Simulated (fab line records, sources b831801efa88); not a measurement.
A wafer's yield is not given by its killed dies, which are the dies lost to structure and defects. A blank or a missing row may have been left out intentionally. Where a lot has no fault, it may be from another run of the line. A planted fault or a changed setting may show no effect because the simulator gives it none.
fab line records    flow sky130    part 1 of 2: steps 1 to 33 of 46
record: lots: 5  wafers: 15  last_day: 50
route steps=708 shown SD_P@331 RES_XHIGH@332 SD_N@342 SALICIDE@361 LI_CONTACT@362
lots that met no fault: taken from a fault-free run of the same line
start_h: hours from the record's first day to the start of the lot's first wafer shown    wait_h: hours since the lot's step before    " same as the row above    L1.1+2: one row covering several wafers at once    - no value, or no start was given    * or withheld: withheld    < > ~ a bound
route shown NAME@n: names a module that has steps shown in the file, with the first one's number in the route    usual: mean/standard deviation taken from wafers without a fault    same: alike in all rows    chamber/n: place in a boat    sites: the reading at each site    _std_site: the values' standard deviation    _edge_site: mean of outer sites minus mean of inner sites    radius_mm: for every site, how far away it sits from the centre of the wafer    mask NAME#n: copy n    behind: the last tool/chamber to shape the wafer    hold: why the lot was held/for how many hours/how that ended    device: names the non-switching transistor (n, p or np)    end of line: the tests these same wafers got at the end of their route    for a step that has no rows: nothing shown but its recipe    killed: not the wafer's yield, but the dies lost to structure and defects at the first sort    map: dies across one wafer; x = killed, . = not, _ = none there
set.NAME: the setting that was run; set.NAME@STEP: the one run at that earlier step    model.NAME: the simulator's own value behind a step, which no gauge read
a table for each step, a row for each wafer; lots at some steps of the route
services: from which hour (start_h, from the record's first day; less than 0 if before it) a tool's chamber was out of use, for how many hours, and why
== steps ==
step: SKY_SD_P_TW_MEAS_11
usual: SD_P_TW: 2839/22
lot.wafer  tool           chamber  start_h  wait_h  SD_P_TW
L077.2     film_metro-03  -        615.03   0.1     2835
L077.5     "              -        "        "       2840
L077.6     "              -        "        "       2854
L078.1     film_metro-03  -        629.84   0.1     2870
L078.2     "              -        "        "       2864
L078.5     "              -        "        "       2857
L085.2     film_metro-02  -        675.91   0.1     2841
L085.3     "              -        "        "       2843
L085.6     "              -        "        "       2849
L087.1     film_metro-03  -        698.75   0.1     2832
L087.2     "              -        "        "       2805
L087.4     "              -        "        "       2816
L092.2     film_metro-03  -        745.21   0.1     2833
L092.3     "              -        "        "       2814
L092.4     "              -        "        "       2834
step: SKY_RES_XHIGH_DEHYDRATE_00
recipe: temp_c: 200  time_s: 60
lot.wafer   tool            chamber  start_h  wait_h
L077.2+5+6  litho_track-02  0        628.78   13.7
L078.1+2+5  litho_track-01  0        643.88   14.0
L085.2+3+6  litho_track-02  0        689.63   13.7
L087.1+2+4  litho_track-01  0        711.58   12.8
L092.2+3+4  litho_track-01  0        758.45   13.2
step: SKY_RES_XHIGH_HMDS_01
recipe: prime_time_s: 60  prime_temp_c: 120
lot.wafer   tool            chamber  start_h  wait_h
L077.2+5+6  litho_track-02  0        628.93   0.1
L078.1+2+5  litho_track-01  0        644.03   0.1
L085.2+3+6  litho_track-02  0        689.78   0.1
L087.1+2+4  litho_track-01  0        711.73   0.1
L092.2+3+4  litho_track-01  0        758.60   0.1
step: SKY_RES_XHIGH_COAT_02
recipe: resist: NOVOLAK  spin_rpm: 3000  resist_thk_nm: 1140
lot.wafer   tool            chamber  start_h  wait_h
L077.2+5+6  litho_track-02  0        629.08   0.1
L078.1+2+5  litho_track-01  0        644.18   0.1
L085.2+3+6  litho_track-02  0        689.93   0.1
L087.1+2+4  litho_track-01  0        711.88   0.1
L092.2+3+4  litho_track-01  0        758.75   0.1
step: SKY_RES_XHIGH_SOFTBAKE_03
recipe: temp_c: 90  time_s: 60  resist: NOVOLAK
lot.wafer   tool            chamber  start_h  wait_h
L077.2+5+6  litho_track-02  0        629.23   0.1
L078.1+2+5  litho_track-01  0        644.33   0.1
L085.2+3+6  litho_track-02  0        690.08   0.1
L087.1+2+4  litho_track-01  0        712.03   0.1
L092.2+3+4  litho_track-01  0        758.90   0.1
step: SKY_RES_XHIGH_EXPOSE_04
recipe: mask_id: URPM  na: 0.6  source_shape: conventional  sigma_outer: 0.6  polarization: unpolarized  target_cd_nm: 1270  dose_mj: 140
lot.wafer   tool              chamber  start_h  wait_h  mask
L077.2+5+6  iline_stepper-01  0        -        -       URPM#0
L078.1+2+5  iline_stepper-01  0        -        -       URPM#0
L085.2+3+6  iline_stepper-02  0        -        -       URPM#0
L087.1+2+4  iline_stepper-02  0        -        -       URPM#0
L092.2+3+4  iline_stepper-02  0        -        -       URPM#0
step: SKY_RES_XHIGH_PEB_05
recipe: temp_c: withheld  time_s: *  resist: NOVOLAK
lot.wafer   tool            chamber  start_h  wait_h
L077.2+5+6  litho_track-03  0        -        -
L078.1+2+5  litho_track-01  0        -        -
L085.2+3+6  litho_track-01  0        -        -
L087.1+2+4  litho_track-03  0        -        -
L092.2+3+4  litho_track-01  0        -        -
step: SKY_RES_XHIGH_DEVELOP_06
recipe: resist: NOVOLAK  developer: TMAH  develop_time_s: 60  dev_temp_c: 23
same: develop_time_s: 60
lot.wafer   tool            chamber  start_h  wait_h
L077.2+5+6  litho_track-03  0        643.80   0.1
L078.1+2+5  litho_track-01  0        658.43   0.1
L085.2+3+6  litho_track-01  0        704.20   0.1
L087.1+2+4  litho_track-03  0        726.18   0.1
L092.2+3+4  litho_track-01  0        772.05   0.1
step: SKY_RES_XHIGH_IMPLANT_07
recipe: species: BF2  energy_kev: 20  dose_cm2: 3.6e+14  tilt_deg: 0
usual: tilt_deg: 0.000/0.019
lot.wafer  tool          chamber  start_h  wait_h  tilt_deg
L077.2     implanter-04  0        643.95   0.1     -0.009
L077.5     "             0        "        "       -0.019
L077.6     "             0        "        "       0.000
L078.1     implanter-03  0        658.58   0.1     -0.020
L078.2     "             0        "        "       -0.027
L078.5     "             0        "        "       0.013
L085.2     implanter-03  0        704.35   0.1     -0.014
L085.3     "             0        "        "       -0.011
L085.6     "             0        "        "       0.011
L087.1     implanter-04  0        726.33   0.1     0.031
L087.2     "             0        "        "       0.017
L087.4     "             0        "        "       -0.010
L092.2     implanter-04  0        772.20   0.1     -0.001
L092.3     "             0        "        "       -0.005
L092.4     "             0        "        "       -0.005
step: SKY_RES_XHIGH_STRIP_08
recipe: chemistry: O2/N2  power_w: 1400  pressure_mtorr: 1500  platen_temp_c: withheld  o2_flow_sccm: 3000  n2_flow_sccm: 300  overash_fraction: 0.5
usual: drypump_motor_current_A: 5.78/0.26  oes_product_au: 0.710/0.0043  strip_time_to_endpoint_s: 14.27/0.037
lot.wafer  tool             chamber  start_h  wait_h  drypump_motor_current_A  oes_product_au  rf_hours_counter_h  strip_time_to_endpoint_s
L077.2     plasma_asher-01  0        644.08   0.1     5.60                     0.709           80                  14.20
L077.5     "                0        "        "       5.57                     0.717           -                   14.25
L077.6     "                1        "        "       5.86                     0.714           -                   14.22
L078.1     plasma_asher-01  0        658.73   0.1     5.60                     0.712           81                  14.30
L078.2     "                1        "        "       5.85                     0.713           81                  14.26
L078.5     "                0        "        "       5.59                     0.710           -                   14.26
L085.2     plasma_asher-04  0        704.48   0.1     5.56                     0.710           58                  14.25
L085.3     "                1        "        "       6.09                     0.714           -                   14.29
L085.6     "                1        "        "       6.07                     0.710           -                   14.27
L087.1     plasma_asher-01  1        726.48   0.1     5.83                     0.711           87                  14.31
L087.2     "                0        "        "       5.61                     0.707           87                  14.34
L087.4     "                1        "        "       5.85                     0.706           -                   14.27
L092.2     plasma_asher-01  1        772.33   0.1     5.85                     0.711           92                  14.28
L092.3     "                1        "        "       5.85                     0.717           -                   14.24
L092.4     "                0        "        "       5.60                     0.716           -                   14.28
step: SKY_RES_XHIGH_TW_MEAS_09
usual: RES_XHIGH_TW: 1648/15
lot.wafer  tool           chamber  start_h  wait_h  RES_XHIGH_TW
L077.2     film_metro-03  -        644.19   0.1     1658
L077.5     "              -        "        "       1655
L077.6     "              -        "        "       1671
L078.1     film_metro-04  -        658.83   0.1     1643
L078.2     "              -        "        "       1649
L078.5     "              -        "        "       1643
L085.2     film_metro-04  -        704.59   0.1     1643
L085.3     "              -        "        "       1642
L085.6     "              -        "        "       1641
L087.1     film_metro-03  -        726.58   0.1     1638
L087.2     "              -        "        "       1627
L087.4     "              -        "        "       1624
L092.2     film_metro-02  -        772.44   0.1     1671
L092.3     "              -        "        "       1672
L092.4     "              -        "        "       1672
step: SKY_SD_N_DEHYDRATE_00
recipe: temp_c: 200  time_s: 60
lot.wafer   tool            chamber  start_h  wait_h
L077.2+5+6  litho_track-04  0        657.67   13.5
L078.1+2+5  litho_track-04  0        672.84   14.0
L085.2+3+6  litho_track-04  0        717.57   13.0
L087.1+2+4  litho_track-03  0        739.63   13.0
L092.2+3+4  litho_track-01  0        785.50   13.1
step: SKY_SD_N_HMDS_01
recipe: prime_time_s: 60  prime_temp_c: 120
lot.wafer   tool            chamber  start_h  wait_h
L077.2+5+6  litho_track-04  0        657.82   0.1
L078.1+2+5  litho_track-04  0        672.99   0.1
L085.2+3+6  litho_track-04  0        717.72   0.1
L087.1+2+4  litho_track-03  0        739.78   0.1
L092.2+3+4  litho_track-01  0        785.65   0.1
step: SKY_SD_N_COAT_02
recipe: resist: NOVOLAK  spin_rpm: 3000  resist_thk_nm: 1140
lot.wafer   tool            chamber  start_h  wait_h
L077.2+5+6  litho_track-04  0        657.97   0.1
L078.1+2+5  litho_track-04  0        673.14   0.1
L085.2+3+6  litho_track-04  0        717.87   0.1
L087.1+2+4  litho_track-03  0        739.93   0.1
L092.2+3+4  litho_track-01  0        785.80   0.1
step: SKY_SD_N_SOFTBAKE_03
recipe: temp_c: 90  time_s: 60  resist: NOVOLAK
lot.wafer   tool            chamber  start_h  wait_h
L077.2+5+6  litho_track-04  0        658.12   0.1
L078.1+2+5  litho_track-04  0        673.29   0.1
L085.2+3+6  litho_track-04  0        718.02   0.1
L087.1+2+4  litho_track-03  0        740.08   0.1
L092.2+3+4  litho_track-01  0        785.95   0.1
step: SKY_SD_N_EXPOSE_04
recipe: mask_id: NSDM  na: 0.6  source_shape: conventional  sigma_outer: 0.6  polarization: unpolarized  target_cd_nm: 380  dose_mj: 141
lot.wafer   tool              chamber  start_h  wait_h  mask
L077.2+5+6  iline_stepper-02  0        -        -       NSDM#0
L078.1+2+5  iline_stepper-01  0        -        -       NSDM#0
L085.2+3+6  iline_stepper-02  0        -        -       NSDM#0
L087.1+2+4  iline_stepper-02  0        -        -       NSDM#0
L092.2+3+4  iline_stepper-01  0        -        -       NSDM#0
step: SKY_SD_N_PEB_05
recipe: temp_c: withheld  time_s: *  resist: NOVOLAK
lot.wafer   tool            chamber  start_h  wait_h
L077.2+5+6  litho_track-04  0        -        -
L078.1+2+5  litho_track-03  0        -        -
L085.2+3+6  litho_track-04  0        -        -
L087.1+2+4  litho_track-01  0        -        -
L092.2+3+4  litho_track-04  0        -        -
step: SKY_SD_N_DEVELOP_06
recipe: resist: NOVOLAK  developer: TMAH  develop_time_s: 60  dev_temp_c: 23
same: develop_time_s: 60
lot.wafer   tool            chamber  start_h  wait_h
L077.2+5+6  litho_track-04  0        672.72   0.1
L078.1+2+5  litho_track-03  0        687.08   0.1
L085.2+3+6  litho_track-04  0        731.47   0.1
L087.1+2+4  litho_track-01  0        754.28   0.1
L092.2+3+4  litho_track-04  0        798.52   0.1
step: SKY_SD_N_CD_MEAS_07
recipe: target_cd_nm: 380
usual: cd_nm: 379.1/2.2
lot.wafer  tool       chamber  start_h  wait_h  cd_nm
L077.2     cd_sem-02  -        672.86   0.1     380.9
L077.5     "          -        "        "       381.2
L077.6     "          -        "        "       377.6
L078.1     cd_sem-01  -        687.23   0.1     379.7
L078.2     "          -        "        "       379.3
L078.5     "          -        "        "       380.8
L085.2     cd_sem-02  -        731.61   0.1     376.2
L085.3     "          -        "        "       377.9
L085.6     "          -        "        "       378.0
L087.1     cd_sem-02  -        754.43   0.1     379.2
L087.2     "          -        "        "       380.1
L087.4     "          -        "        "       378.4
L092.2     cd_sem-02  -        798.66   0.1     381.8
L092.3     "          -        "        "       379.8
L092.4     "          -        "        "       381.8
step: SKY_SD_N_OVL_MEAS_08
usual: SD_N_OVL: 0.3/1.4
lot.wafer  tool        chamber  start_h  wait_h  SD_N_OVL[nm]
L077.2     overlay-01  -        672.97   0.1     -0.2
L077.5     "           -        "        "       -0.6
L077.6     "           -        "        "       0.2
L078.1     overlay-01  -        687.35   0.1     -0.4
L078.2     "           -        "        "       -1.3
L078.5     "           -        "        "       -0.9
L085.2     overlay-01  -        731.72   0.1     1.3
L085.3     "           -        "        "       1.6
L085.6     "           -        "        "       2.6
L087.1     overlay-02  -        754.55   0.1     0.6
L087.2     "           -        "        "       2.6
L087.4     "           -        "        "       2.6
L092.2     overlay-01  -        798.77   0.1     4.6
L092.3     "           -        "        "       2.3
L092.4     "           -        "        "       3.5
step: SKY_SD_N_IMPLANT_09
recipe: species: As  energy_kev: 50  dose_cm2: 4e+15  tilt_deg: 0
usual: tilt_deg: 0.000/0.024
lot.wafer  tool          chamber  start_h  wait_h  tilt_deg
L077.2     implanter-02  0        673.02   0.0     -0.021
L077.5     "             0        "        "       -0.025
L077.6     "             0        "        "       -0.002
L078.1     implanter-02  0        687.39   0.0     -0.003
L078.2     "             0        "        "       0.010
L078.5     "             0        "        "       0.035
L085.2     implanter-04  0        731.77   0.0     -0.070
L085.3     "             0        "        "       -0.016
L085.6     "             0        "        "       -0.006
L087.1     implanter-04  0        754.59   0.0     0.009
L087.2     "             0        "        "       0.005
L087.4     "             0        "        "       -0.026
L092.2     implanter-04  0        798.82   0.0     -0.001
L092.3     "             0        "        "       -0.005
L092.4     "             0        "        "       -0.014
step: SKY_SD_N_IMPLANT_10
recipe: species: P  energy_kev: 20  dose_cm2: 1e+14  tilt_deg: 0
usual: tilt_deg: -0.004/0.019
lot.wafer  tool          chamber  start_h  wait_h  tilt_deg
L077.2     implanter-02  0        673.17   0.1     0.000
L077.5     "             0        "        "       -0.006
L077.6     "             0        "        "       -0.011
L078.1     implanter-02  0        687.54   0.1     -0.025
L078.2     "             0        "        "       -0.018
L078.5     "             0        "        "       -0.023
L085.2     implanter-04  0        731.92   0.1     0.005
L085.3     "             0        "        "       -0.002
L085.6     "             0        "        "       0.001
L087.1     implanter-04  0        754.74   0.1     -0.002
L087.2     "             0        "        "       -0.022
L087.4     "             0        "        "       -0.013
L092.2     implanter-04  0        798.97   0.1     -0.011
L092.3     "             0        "        "       0.005
L092.4     "             0        "        "       -0.002
step: SKY_SD_N_STRIP_11
recipe: chemistry: O2/N2  power_w: 1400  pressure_mtorr: 1500  platen_temp_c: withheld  o2_flow_sccm: 3000  n2_flow_sccm: 300  overash_fraction: 0.5
usual: drypump_motor_current_A: 5.9/0.3  oes_product_au: 0.527/0.0047  strip_time_to_endpoint_s: 22.56/0.042
lot.wafer  tool             chamber  start_h  wait_h  drypump_motor_current_A  oes_product_au  rf_hours_counter_h  strip_time_to_endpoint_s
L077.2     plasma_asher-03  0        673.30   0.1     6.1                      0.525           24                  22.59
L077.5     "                0        "        "       6.1                      0.534           -                   22.64
L077.6     "                1        "        "       5.4                      0.529           -                   22.60
L078.1     plasma_asher-04  1        687.69   0.1     6.1                      0.513           56                  22.56
L078.2     "                0        "        "       5.6                      0.523           56                  22.58
L078.5     "                1        "        "       6.1                      0.532           -                   22.55
L085.2     plasma_asher-03  0        732.05   0.1     6.1                      0.533           30                  22.59
L085.3     "                0        "        "       6.1                      0.527           -                   22.59
L085.6     "                0        "        "       6.1                      0.530           -                   22.58
L087.1     plasma_asher-04  0        754.89   0.1     5.5                      0.530           62                  22.63
L087.2     "                1        "        "       6.1                      0.527           62                  22.59
L087.4     "                1        "        "       6.1                      0.524           -                   22.59
L092.2     plasma_asher-04  0        799.10   0.1     5.6                      0.527           67                  22.53
L092.3     "                1        "        "       6.1                      0.523           -                   22.57
L092.4     "                0        "        "       5.6                      0.526           -                   22.60
step: SKY_SD_N_TW_MEAS_12
usual: SD_N_TW: 4014/39
lot.wafer  tool           chamber  start_h  wait_h  SD_N_TW
L077.2     film_metro-02  -        673.41   0.1     4031
L077.5     "              -        "        "       4015
L077.6     "              -        "        "       4016
L078.1     film_metro-04  -        687.79   0.1     4017
L078.2     "              -        "        "       3996
L078.5     "              -        "        "       3992
L085.2     film_metro-03  -        732.16   0.1     3976
L085.3     "              -        "        "       3951
L085.6     "              -        "        "       3975
L087.1     film_metro-04  -        754.99   0.1     4015
L087.2     "              -        "        "       4011
L087.4     "              -        "        "       4024
L092.2     film_metro-02  -        799.21   0.1     4032
L092.3     "              -        "        "       4042
L092.4     "              -        "        "       4035
step: SKY_SD_N_CLEAN_13
recipe: chemistry: SC1/SC2  mix: 1:4:20  temp_c: 70  time_s: 150  dry: n2_spin
lot.wafer   tool          chamber  start_h  wait_h
L077.2+5+6  wet_bench-01  3        673.46   0.0
L078.1+2+5  wet_bench-04  2        687.85   0.1
L085.2+3+6  wet_bench-02  1        732.21   0.0
L087.1+2+4  wet_bench-01  0        755.05   0.1
L092.2+3+4  wet_bench-01  0        799.26   0.0
step: SKY_SD_N_RTA_14
recipe: temp_c: 1075  time_s: 2  idle_temp_c: 650  ramp_up_c_per_s: 150  ramp_down_c_per_s: 90  ambient: N2
usual: anneal_temp_c_max: 1080.5/0.96  lamp_power_pct: 15.73/0.054  wafer_temp_C_max: 1078.1/1.2
lot.wafer  tool           chamber  start_h  wait_h  anneal_temp_c_max  lamp_power_pct  wafer_temp_C_max
L077.2     rtp_anneal-02  0        673.52   0.0     1080.4             15.69           1078.0
L077.5     "              0        "        "       1080.7             15.79           1077.4
L077.6     "              0        "        "       1080.8             15.77           1078.9
L078.1     rtp_anneal-02  0        687.90   0.0     1082.2             15.74           1078.8
L078.2     "              0        "        "       1078.7             15.69           1076.2
L078.5     "              0        "        "       1081.5             15.74           1078.3
L085.2     rtp_anneal-01  0        732.27   0.0     1081.8             15.78           1077.4
L085.3     "              0        "        "       1081.1             15.67           1079.1
L085.6     "              0        "        "       1079.3             15.78           1079.3
L087.1     rtp_anneal-01  0        755.10   0.0     1081.9             15.68           1077.8
L087.2     "              0        "        "       1080.8             15.63           1080.4
L087.4     "              0        "        "       1082.2             15.76           1080.2
L092.2     rtp_anneal-02  0        799.32   0.0     1080.4             15.74           1077.1
L092.3     "              0        "        "       1080.1             15.83           1078.0
L092.4     "              0        "        "       1079.6             15.59           1078.8
step: SKY_SD_N_RS_MEAS_16
recipe: thk_meas_gauge: four-point-probe
usual: SD_N_RS: 68.52/0.17
lot.wafer  tool           chamber  start_h  wait_h  SD_N_RS[ohm/sq]
L077.2     film_metro-04  -        673.70   0.1     68.50
L077.5     "              -        "        "       68.29
L077.6     "              -        "        "       68.47
L078.1     film_metro-02  -        688.07   0.1     68.49
L078.2     "              -        "        "       68.55
L078.5     "              -        "        "       68.54
L085.2     film_metro-04  -        732.45   0.1     68.39
L085.3     "              -        "        "       68.31
L085.6     "              -        "        "       68.30
L087.1     film_metro-03  -        755.27   0.1     68.31
L087.2     "              -        "        "       68.40
L087.4     "              -        "        "       68.41
L092.2     film_metro-02  -        799.50   0.1     68.69
L092.3     "              -        "        "       68.80
L092.4     "              -        "        "       68.81
step: SKY_SD_N_RS_MEAS_17
recipe: thk_meas_gauge: four-point-probe
usual: SD_P_RS: 147.0/0.46
lot.wafer  tool           chamber  start_h  wait_h  SD_P_RS[ohm/sq]
L077.2     film_metro-04  -        673.82   0.1     146.8
L077.5     "              -        "        "       146.7
L077.6     "              -        "        "       147.1
L078.1     film_metro-02  -        688.19   0.1     147.0
L078.2     "              -        "        "       147.4
L078.5     "              -        "        "       147.1
L085.2     film_metro-04  -        732.57   0.1     146.9
L085.3     "              -        "        "       146.8
L085.6     "              -        "        "       146.7
L087.1     film_metro-03  -        755.39   0.1     146.6
L087.2     "              -        "        "       146.9
L087.4     "              -        "        "       146.8
L092.2     film_metro-02  -        799.62   0.1     147.7
L092.3     "              -        "        "       147.5
L092.4     "              -        "        "       148.1
step: SKY_SD_N_RS_MEAS_18
recipe: thk_meas_gauge: four-point-probe
usual: RES_XHIGH_RS: 333.2/1.4
lot.wafer  tool           chamber  start_h  wait_h  RES_XHIGH_RS[ohm/sq]
L077.2     film_metro-04  -        673.94   0.1     332.5
L077.5     "              -        "        "       332.1
L077.6     "              -        "        "       333.0
L078.1     film_metro-02  -        688.31   0.1     333.3
L078.2     "              -        "        "       332.3
L078.5     "              -        "        "       333.8
L085.2     film_metro-04  -        732.69   0.1     333.8
L085.3     "              -        "        "       334.0
L085.6     "              -        "        "       332.8
L087.1     film_metro-03  -        755.51   0.1     332.3
L087.2     "              -        "        "       332.0
L087.4     "              -        "        "       332.5
L092.2     film_metro-02  -        799.74   0.1     334.3
L092.3     "              -        "        "       334.7
L092.4     "              -        "        "       334.1
step: SKY_SALICIDE_CLEAN_00
recipe: chemistry: HF-last  time_s: 30  dilution: 100:1  dry: ipa_marangoni
lot.wafer   tool          chamber  start_h  wait_h
L077.2+5+6  wet_bench-03  0        674.04   0.1
L078.1+2+5  wet_bench-02  2        688.43   0.1
L085.2+3+6  wet_bench-02  0        732.79   0.1
L087.1+2+4  wet_bench-03  0        755.63   0.1
L092.2+3+4  wet_bench-02  3        799.84   0.1
step: SKY_LI_CONTACT_HDPCVD_00
recipe: material: PSG  target_thk_nm: 930  sigma_open_frac: 0.3  time_s: 155  temp_c: 600  sih4_flow_sccm: 60  pressure_mtorr: 6
lot.wafer   tool       chamber  start_h  wait_h
L077.2+5+6  hdpcvd-02  1,2,0    674.06   0.0
L078.1+2+5  hdpcvd-02  1,0,0    688.45   0.0
L085.2+3+6  hdpcvd-01  0,2,1    732.81   0.0
L087.1+2+4  hdpcvd-01  1,2,1    755.65   0.0
L092.2+3+4  hdpcvd-01  0,1,2    799.86   0.0
step: SKY_LI_CONTACT_THK_MEAS_01
recipe: reads: PSG_of_LI_CONTACT_HDPCVD_00
usual: LI_CONTACT_HDPCVD_THK: 934/11
lot.wafer  tool           chamber  start_h  wait_h  LI_CONTACT_HDPCVD_THK[nm]
L077.2     film_metro-03  -        674.17   0.1     933
L077.5     "              -        "        "       924
L077.6     "              -        "        "       945
L078.1     film_metro-03  -        688.55   0.1     930
L078.2     "              -        "        "       924
L078.5     "              -        "        "       928
L085.2     film_metro-03  -        732.93   0.1     933
L085.3     "              -        "        "       935
L085.6     "              -        "        "       938
L087.1     film_metro-02  -        755.75   0.1     954
L087.2     "              -        "        "       941
L087.4     "              -        "        "       942
L092.2     film_metro-04  -        799.97   0.1     911
L092.3     "              -        "        "       925
L092.4     "              -        "        "       928
step: SKY_LI_CONTACT_CMP_02
recipe: material: PSG  down_force_psi: 4  platen_rpm: 60  pad_velocity_m_s: 0.94248
usual: motor_current_A: 11.9/1.2  time_to_endpoint_s: 33/3.1
lot.wafer  tool    chamber  start_h  wait_h  motor_current_A  time_to_endpoint_s
L077.2     cmp-02  1        674.37   0.2     11.7             34
L077.5     "       2        "        "       13.9             35
L077.6     "       3        "        "       13.0             36
L078.2     cmp-01  0        688.61   0.0     10.5             33
L078.1     "       3        "        "       13.6             31
L078.5     "       1        "        "       12.3             35
L085.3     cmp-01  3        732.98   0.0     13.6             31
L085.2     "       1        "        "       12.3             38
L085.6     "       0        "        "       11.2             31
L087.1     cmp-01  0        755.86   0.1     10.9             37
L087.4     "       1        "        "       12.2             41
L087.2     "       2        "        "       10.1             34
L092.3     cmp-01  3        800.02   0.0     13.3             33
L092.4     "       0        "        "       11.3             31
L092.2     "       2        "        "       9.8              30
